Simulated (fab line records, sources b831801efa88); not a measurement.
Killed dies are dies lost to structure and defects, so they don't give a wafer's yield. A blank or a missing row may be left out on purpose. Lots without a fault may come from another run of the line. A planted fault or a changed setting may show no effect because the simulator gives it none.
fab line records | flow sky130
record lots=5 wafers=15 last_day=48
route steps=708 shown VIA2@515 PAD_OPEN@708
lots that met no fault: from a run of the same line without faults
start_h: hours from the record's first day to the start of the lot's first wafer shown | wait_h: hours since the lot's step before | " the same as in the row above | L1.1+2: a row that stands for several wafers | - no value, or no start given | * or withheld: withheld | < > ~ a bound
route shown NAME@n: a module of which the file shows steps, and the number in the route of the first | usual: mean/standard deviation of fault-free wafers | same: alike in all rows | chamber/n: place in a boat | sites: the reading at each site | _std_site: their standard deviation | _edge_site: outer sites' mean less inner sites' | radius_mm: how far each site lies from the wafer's centre | mask NAME#n: copy n | behind: the tool/chamber that last shaped the wafer | hold: why the lot was held/for how many hours/how that ended | device: the transistor (n, p or np) that didn't switch | end of line: the same wafers' tests at the end of the route | a step without rows: its recipe alone | killed: dies lost to structure and defects at the first sort, not the wafer's yield | map: a wafer's dies, x killed, . not, _ none there
set.NAME: the setting as run; set.NAME@STEP: as run at that earlier step | model.NAME: the simulator's own value behind a step, which no gauge read
lots at some steps of the route; a table a step, a row a wafer
services: from which hour (start_h, from the record's first day; less than 0 if before it) a tool's chamber was out of use, for how many hours, and why
## steps
# step SKY_VIA2_SOFTBAKE_08
# recipe temp_c=100 time_s=90 resist=KrF-thick
# step SKY_VIA2_EXPOSE_09
# recipe mask_id=VIM2 na=0.8 source_shape=annular sigma_inner=0.55 sigma_outer=0.85 target_cd_nm=200 dose_mj=38
# step SKY_VIA2_PEB_10
# recipe peb_temp_c=withheld peb_time_s=withheld resist=KrF-thick
# step SKY_VIA2_DEVELOP_11
# recipe develop_time_s=57.96 resist=KrF-thick dev_temp_c=21
# step SKY_VIA2_CD_MEAS_12
# recipe target_cd_nm=200
# usual cd_nm=199.5/1.3
# columns lot.wafer tool chamber start_h wait_h cd_nm
L559.2 cd_sem-02 - 873.43 - 198.6
L559.4 " - " " 199.8
L559.6 " - " " 199.1
L565.1 cd_sem-02 - 920.26 - 197.2
L565.2 " - " " 198.8
L565.6 " - " " 198.1
L567.1 cd_sem-02 - 931.39 - 200.4
L567.5 " - " " 201.3
L567.6 " - " " 200.7
L568.1 cd_sem-02 - 940.56 - 201.1
L568.2 " - " " 200.7
L568.3 " - " " 201.4
L570.2 cd_sem-01 - 955.03 - 197.8
L570.5 " - " " 196.6
L570.6 " - " " 199.8
# step SKY_VIA2_OVL_MEAS_13
# usual VIA2_OVL=-4/4.9
# columns lot.wafer tool chamber start_h wait_h VIA2_OVL[nm]
L559.2 overlay-02 - 873.54 0.1 -3
L559.4 " - " " -3
L559.6 " - " " 0
L565.1 overlay-02 - 920.38 0.1 -5
L565.2 " - " " -13
L565.6 " - " " -7
L567.1 overlay-01 - 931.51 0.1 -2
L567.5 " - " " -3
L567.6 " - " " 9
L568.1 overlay-01 - 940.68 0.1 0
L568.2 " - " " -4
L568.3 " - " " -2
L570.2 overlay-02 - 955.14 0.1 -3
L570.5 " - " " -7
L570.6 " - " " -5
# step SKY_VIA2_ETCH_14
# recipe chemistry=N2/H2 target=BARC ion_energy_ev=200 source_w=500 bias_w=100 pressure_mtorr=30 n2_flow_sccm=100 h2_flow_sccm=200 stop_on=SiO2 time_s=45.9 target_depth_a=600
# usual chamber_pressure_mTorr=30.000/0.027 drypump_motor_current_A=5.5/0.46 h2_flow_sccm=199.9/0.65 oes_product_au=0.854/0.0046 throttle_valve_pct=13.224/0.0094
# columns lot.wafer tool chamber start_h wait_h chamber_pressure_mTorr drypump_motor_current_A h2_flow_sccm oes_product_au rf_hours_counter_h throttle_valve_pct
L559.2 rie_diel-02 0 873.57 0.0 30.001 5.9 199.7 0.858 7 13.241
L559.4 " 2 " " 30.015 5.6 200.1 0.849 21 13.226
L559.6 " 2 " " 29.982 5.6 199.6 0.846 - 13.211
L565.1 rie_diel-03 1 920.42 0.0 30.019 4.8 199.7 0.861 22 13.224
L565.2 " 0 " " 29.960 6.2 199.9 0.856 5 13.232
L565.6 " 3 " " 30.001 5.3 199.4 0.855 - 13.212
L567.1 rie_diel-02 0 931.54 0.0 30.025 5.9 200.0 0.858 8 13.211
L567.5 " 0 " " 30.007 5.9 199.4 0.857 - 13.225
L567.6 " 3 " " 30.014 5.0 198.3 0.855 - 13.218
L568.1 rie_diel-02 0 940.72 0.0 29.948 5.9 199.8 0.852 9 13.228
L568.2 " 2 " " 29.972 5.6 199.8 0.861 0 13.224
L568.3 " 3 " " 30.013 5.0 200.0 0.848 1 13.234
L570.2 rie_diel-04 1 955.17 0.0 29.998 6.3 199.8 0.855 2 13.226
L570.5 " 2 " " 29.995 5.2 199.3 0.856 - 13.235
L570.6 " 1 " " 29.990 6.3 200.2 0.854 - 13.236
# step SKY_VIA2_ETCH_15
# recipe target=SiO2 chemistry=C4F8/O2/Ar target_depth_nm=546 stop_on=TiN mask_material=KrF-thick source_w=1500 bias_w=1200 pressure_mtorr=40 c4f8_flow_sccm=withheld O2_flow_sccm=6 Ar_flow_sccm=300 time_s=84
# usual chamber_pressure_mTorr=40.00/0.034 oes_product_au=0.940/0.0048
# columns lot.wafer tool chamber start_h wait_h chamber_pressure_mTorr oes_product_au rf_hours_counter_h
L559.2 rie_diel-02 0 873.61 0.0 39.94 0.943 7
L559.4 " 2 " " 39.98 0.939 21
L559.6 " 2 " " 40.02 0.939 -
L565.1 rie_diel-03 1 920.46 0.0 40.07 0.947 22
L565.2 " 0 " " 39.96 0.934 6
L565.6 " 3 " " 40.05 0.937 -
L567.1 rie_diel-02 0 931.59 0.0 39.97 0.937 8
L567.5 " 0 " " 40.04 0.936 -
L567.6 " 3 " " 40.00 0.941 -
L568.1 rie_diel-02 0 940.76 0.0 40.01 0.936 9
L568.2 " 2 " " 39.99 0.934 0
L568.3 " 3 " " 39.96 0.936 1
L570.2 rie_diel-04 1 955.21 0.0 39.99 0.940 2
L570.5 " 2 " " 40.02 0.934 -
L570.6 " 1 " " 40.03 0.939 -
# step SKY_VIA2_STRIP_16
# recipe chemistry=O2/N2 power_w=1400 pressure_mtorr=1500 platen_temp_c=withheld o2_flow_sccm=3000 n2_flow_sccm=300 overash_fraction=0.5
# usual chamber_pressure_mTorr=1500.2/1.3 drypump_motor_current_A=5.6/0.62 oes_product_au=0.398/0.0043 strip_time_to_endpoint_s=4.053/0.024
# columns lot.wafer tool chamber start_h wait_h chamber_pressure_mTorr drypump_motor_current_A oes_product_au rf_hours_counter_h strip_time_to_endpoint_s
L559.2 plasma_asher-03 1 873.67 0.0 1499.6 6.0 0.394 109 4.081
L559.4 " 1 " " 1500.1 6.1 0.397 - 4.069
L559.6 " 0 " " 1499.7 6.0 0.400 - 4.044
L565.1 plasma_asher-03 0 920.52 0.0 1499.3 6.0 0.396 115 4.070
L565.2 " 1 " " 1499.8 6.0 0.400 115 4.026
L565.6 " 0 " " 1502.1 6.0 0.406 - 4.076
L567.1 plasma_asher-04 0 931.65 0.0 1499.9 6.3 0.395 81 4.024
L567.5 " 0 " " 1499.0 6.3 0.391 - 4.045
L567.6 " 1 " " 1499.7 4.9 0.401 - 4.006
L568.1 plasma_asher-03 0 940.82 0.0 1500.0 6.0 0.402 116 4.035
L568.2 " 1 " " 1499.0 6.1 0.395 116 4.075
L568.3 " 1 " " 1501.4 6.1 0.396 - 4.035
L570.2 plasma_asher-04 0 955.27 0.0 1499.7 6.3 0.396 84 4.062
L570.5 " 1 " " 1500.5 4.9 0.400 - 4.070
L570.6 " 0 " " 1500.2 6.3 0.398 - 4.053
# step SKY_VIA2_STRIP_17
# recipe chemistry=post_etch_residue_remover time_s=1200 temp_c=72.5
# step SKY_VIA2_CLEAN_18
# recipe chemistry=IPA time_s=180 temp_c=25
# step SKY_VIA2_CLEAN_19
# recipe chemistry=O3/DIW dry=n2_spin
# step SKY_VIA2_SPUTTER_20
# recipe material=TiN target_thk_nm=20 chamber_pressure_pa=5 power_w=4000 time_s=80
# usual chamber_pressure_pa=5.000/0.01 throttle_valve_pct=30.1/0.85
# columns lot.wafer tool chamber start_h wait_h chamber_pressure_pa throttle_valve_pct model.TiN_of_VIA2_SPUTTER_20.thk_nm
L559.2 pvd_sputter-03 - 874.30 0.0 5.011 30.4 20
L559.4 " - " " 4.999 29.9 20.3
L559.6 " - " " 5.010 31.3 20.02
L565.1 pvd_sputter-03 - 921.12 0.0 5.006 29.5 19.78
L565.2 " - " " 5.005 30.2 19.73
L565.6 " - " " 5.005 30.1 19.86
L567.1 pvd_sputter-03 - 932.24 0.0 5.250 29.7 18.9
L567.5 " - " " 5.001 30.2 20.02
L567.6 " - " " 5.007 30.1 20.25
L568.1 pvd_sputter-02 - 941.41 0.0 5.006 28.7 20.32
L568.2 " - " " 5.002 30.3 20.26
L568.3 " - " " 5.020 30.1 20.39
L570.2 pvd_sputter-02 - 955.87 0.0 5.017 30.1 20.38
L570.5 " - " " 5.020 30.0 20.13
L570.6 " - " " 4.994 29.9 20.36
# step SKY_VIA2_CVD_21
# recipe material=W target_thk_nm=420 time_s=126.4 temp_c=400 pressure_torr=40
# usual heater_power_w=829/33
# columns lot.wafer tool chamber start_h wait_h heater_power_w
L559.2 cvd_w-01 0 874.36 0.0 884
L559.4 " 1 " " 821
L559.6 " 1 " " 833
L565.1 cvd_w-01 1 921.18 0.0 794
L565.2 " 0 " " 871
L565.6 " 0 " " 872
L567.1 cvd_w-01 0 932.30 0.0 884
L567.5 " 1 " " 799
L567.6 " 0 " " 892
L568.1 cvd_w-01 1 941.47 0.0 803
L568.2 " 0 " " 878
L568.3 " 0 " " 860
L570.2 cvd_w-02 1 955.93 0.0 781
L570.5 " 1 " " 808
L570.6 " 0 " " 821
# step SKY_PAD_OPEN_PROBE_99
# usual defect_limited_yield=82.6/2.1 killed_at_M0_to_M3=42/7.6 killed_at_M4_up=3.4/2 killed_at_contacts=24/5.9 killed_at_front_end=16/4.5 killed_at_other=0.4/0.58 killed_dies=86/10 killed_open=47/7.6 killed_short=39/6.7 sort_bin_3_pad_short=0.9/0.42 sort_bin_5_function=10.3/1.7 sort_bin_6_memory=6.2/1.2 sort_n_pass=406/10 sort_yield_pct=82.6/2.1
# same gross_dies=492 killed_at_back_side=0 sort_bin_4_leakage[%]=0 sort_bin_8_speed[%]=0
# columns lot.wafer tool chamber start_h wait_h defect_limited_yield[%] killed_at_M0_to_M3 killed_at_M4_up killed_at_contacts killed_at_front_end killed_at_other killed_dies killed_open killed_short sort_bin_3_pad_short[%] sort_bin_5_function[%] sort_bin_6_memory[%] sort_n_pass sort_yield_pct[%]
L559.2 prober-02 - 1096.83 0.1 81.1 41 2 30 19 1 93 46 46 0.4 12.6 5.9 399 81.1
L559.4 prober-02 - 1096.93 0.2 82.3 46 3 26 12 0 87 51 34 0.2 11.0 6.5 405 82.3
L559.6 prober-02 - 1097.03 0.2 78.7 41 8 31 24 1 105 54 47 1.4 12.8 7.1 387 78.7
L565.1 prober-02 - 1131.87 0.1 81.5 48 5 28 10 0 91 58 33 0.4 12.6 5.5 401 81.5
L565.2 prober-02 - 1131.92 0.1 82.1 44 4 25 14 1 88 55 31 1.4 10.4 6.1 404 82.1
L565.6 prober-02 - 1132.12 0.2 80.1 41 3 26 27 1 98 54 43 1.2 12.6 6.1 394 80.1
L567.1 prober-02 - 1142.85 0.2 82.1 37 3 37 11 0 88 47 41 0.6 13.0 4.3 404 82.1
L567.5 prober-02 - 1143.05 0.3 80.5 39 8 29 20 0 96 57 39 0.6 12.4 6.5 396 80.5
L567.6 prober-02 - 1143.10 0.4 80.7 51 1 26 17 0 95 52 43 1.0 12.4 5.9 397 80.7
L568.1 prober-02 - 1149.29 0.1 81.9 46 3 26 13 1 89 58 31 1.0 9.3 7.7 403 81.9
L568.2 prober-02 - 1149.34 0.1 83.5 34 2 25 20 0 81 49 32 0.6 10.6 5.3 411 83.5
L568.3 prober-02 - 1149.39 0.2 81.5 49 5 23 14 0 91 46 45 0.6 11.6 6.3 401 81.5
L570.2 prober-02 - 1160.31 0.1 82.3 49 4 20 14 0 87 53 34 0.4 9.8 7.5 405 82.3
L570.5 prober-02 - 1160.46 0.2 85.4 38 3 16 15 0 72 32 40 1.4 7.5 5.7 420 85.4
L570.6 prober-02 - 1160.51 0.2 84.6 34 3 15 23 1 76 47 28 0.2 9.6 5.7 416 84.6
# killed by level:class
L559.2 LI_CONTACT:geometric_particle:open=12 VIA3:geometric_particle:open=9 VIA1:geometric_particle:open=8 METAL2:geometric_particle:short=6 LOCAL_INTERCONNECT:geometric_particle:short=6 POLY_GATE:geometric_particle:short=5 LI_CONTACT:geometric_particle:short=5 CONTACT:geometric_particle:open=5
L559.4 CONTACT:geometric_particle:open=11 VIA1:geometric_particle:open=10 VIA3:geometric_particle:open=8 VIA2:geometric_particle:open=6 LI_CONTACT:geometric_particle:open=5 CONTACT:geometric_particle:short=5 VIA3:geometric_particle:short=5 FIELD_ISO:geometric_particle:open=4
L559.6 CONTACT:geometric_particle:open=11 VIA1:geometric_particle:open=11 VIA3:geometric_particle:open=9 FIELD_ISO:geometric_particle:short=7 LOCAL_INTERCONNECT:geometric_particle:short=6 POLY_GATE:geometric_particle:short=5 POLY_GATE:geometric_particle:open=5 LI_CONTACT:geometric_particle:open=5
L565.1 VIA1:geometric_particle:open=11 VIA3:geometric_particle:open=11 LI_CONTACT:geometric_particle:open=10 CONTACT:geometric_particle:open=8 VIA2:geometric_particle:open=8 VIA2:geometric_particle:short=6 POLY_GATE:geometric_particle:short=4 CONTACT:geometric_particle:short=4
L565.2 VIA1:geometric_particle:open=16 CONTACT:geometric_particle:open=11 LI_CONTACT:geometric_particle:open=7 METAL2:geometric_particle:short=6 CONTACT:geometric_particle:short=5 VIA1:geometric_particle:short=5 VIA3:geometric_particle:open=5 FIELD_ISO:geometric_particle:open=4
L565.6 LI_CONTACT:geometric_particle:open=13 VIA1:geometric_particle:open=9 POLY_GATE:geometric_particle:short=8 VIA3:geometric_particle:open=7 CONTACT:geometric_particle:open=6 METAL1:geometric_particle:short=6 VIA1:geometric_particle:short=6 FIELD_ISO:geometric_particle:short=5
L567.1 CONTACT:geometric_particle:open=13 LI_CONTACT:geometric_particle:open=11 METAL2:geometric_particle:short=8 VIA1:geometric_particle:short=6 VIA2:geometric_particle:open=5 VIA3:geometric_particle:open=5 FIELD_ISO:geometric_particle:short=4 VIA1:geometric_particle:open=4
L567.5 CONTACT:geometric_particle:open=14 VIA1:geometric_particle:open=10 METAL1:geometric_particle:short=8 LI_CONTACT:geometric_particle:open=6 VIA2:geometric_particle:open=6 POLY_GATE:geometric_particle:short=5 POLY_GATE:geometric_particle:open=5 VIA3:geometric_particle:open=5
L567.6 VIA1:geometric_particle:open=13 LI_CONTACT:geometric_particle:open=12 CONTACT:geometric_particle:open=6 CONTACT:geometric_particle:short=6 VIA1:geometric_particle:short=6 METAL2:geometric_particle:short=6 FIELD_ISO:geometric_particle:short=5 VIA3:geometric_particle:short=5
L568.1 VIA1:geometric_particle:open=14 CONTACT:geometric_particle:open=10 VIA2:geometric_particle:open=8 LI_CONTACT:geometric_particle:open=5 VIA1:geometric_particle:short=5 VIA3:geometric_particle:short=5 POLY_GATE:geometric_particle:open=4 CONTACT:geometric_particle:short=4
L568.2 LI_CONTACT:geometric_particle:open=10 CONTACT:geometric_particle:open=10 VIA1:geometric_particle:open=7 VIA3:geometric_particle:open=6 FIELD_ISO:geometric_particle:short=5 POLY_GATE:geometric_particle:short=5 VIA1:geometric_particle:short=5 VIA2:geometric_particle:open=4
L568.3 VIA1:geometric_particle:open=10 CONTACT:geometric_particle:open=10 METAL2:geometric_particle:short=10 VIA3:geometric_particle:open=7 VIA2:geometric_particle:open=7 FIELD_ISO:geometric_particle:short=4 CONTACT:geometric_particle:short=4 VIA1:geometric_particle:short=4
L570.2 VIA1:geometric_particle:open=13 VIA3:geometric_particle:open=11 CONTACT:geometric_particle:open=9 LI_CONTACT:geometric_particle:open=5 VIA1:geometric_particle:short=5 VIA2:geometric_particle:open=5 METAL3:geometric_particle:short=4 VIA3:geometric_particle:short=4
L570.5 VIA1:geometric_particle:open=12 METAL1:geometric_particle:short=7 LOCAL_INTERCONNECT:geometric_particle:short=5 VIA2:geometric_particle:open=5 POLY_GATE:geometric_particle:short=4 CONTACT:geometric_particle:short=4 VIA1:geometric_particle:short=4 FIELD_ISO:geometric_particle:open=3
L570.6 VIA1:geometric_particle:open=8 FIELD_ISO:geometric_particle:short=8 CONTACT:geometric_particle:open=7 FIELD_ISO:geometric_particle:open=6 LI_CONTACT:geometric_particle:open=6 VIA2:geometric_particle:open=6 METAL1:geometric_particle:short=5 POLY_GATE:geometric_particle:open=3
## services
# columns tool chamber start_h hours kind
rie_diel-04 1 849.97 6.1 repair
cvd_w-01 - 853.42 2.8 pm
rie_diel-03 - 857.40 9.0 repair
cvd_w-02 - 857.63 0.6 repair
rie_diel-03 2 875.74 21.6 repair
rie_diel-03 - 877.02 0.2 repair
plasma_asher-04 - 884.23 14.6 pm
rie_diel-02 2 884.86 2.3 repair
pvd_sputter-03 - 888.76 3.9 repair
rie_diel-02 3 894.85 - clean
rie_diel-02 3 894.85 22.6 scheduled_down
rie_diel-02 3 894.85 22.6 vent_cycle
cvd_w-01 - 904.00 14.0 pm
cvd_w-01 0 904.00 14.0 vent_cycle
cvd_w-01 1 904.00 14.0 vent_cycle
plasma_asher-03 - 908.67 0.4 repair
rie_diel-02 2 917.49 - clean
rie_diel-02 2 917.49 15.1 scheduled_down
rie_diel-02 2 917.49 15.1 vent_cycle
rie_diel-03 - 923.93 19.5 repair
cvd_w-01 1 924.39 6.7 repair
rie_diel-04 3 926.95 2.6 repair
rie_diel-02 1 938.01 9.5 repair
rie_diel-03 - 942.36 2.3 repair
## key
first_sign step=SKY_VIA2_SPUTTER_20 reading=chamber_pressure_pa direction=up sigmas=24 usual=5.000 struck=5.250
effect none on later readings
model_effect step=SKY_VIA2_SPUTTER_20 value=TiN_of_VIA2_SPUTTER_20.thk_nm without=19.83 struck=18.9
met_at SKY_VIA2_SPUTTER_20
struck_wafers L567.1
onset_between 874.30 932.24
fault kind=process_parameter_drift tool=pvd_sputter-03 chamber=- onset_h=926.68 steps=SKY_VIA2_SPUTTER_20 channel=chamber_pressure_pa offset=0.26623 shape=step end_h=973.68 acts_in=these_recipes_only stated=5 scope=struck_wafers_only
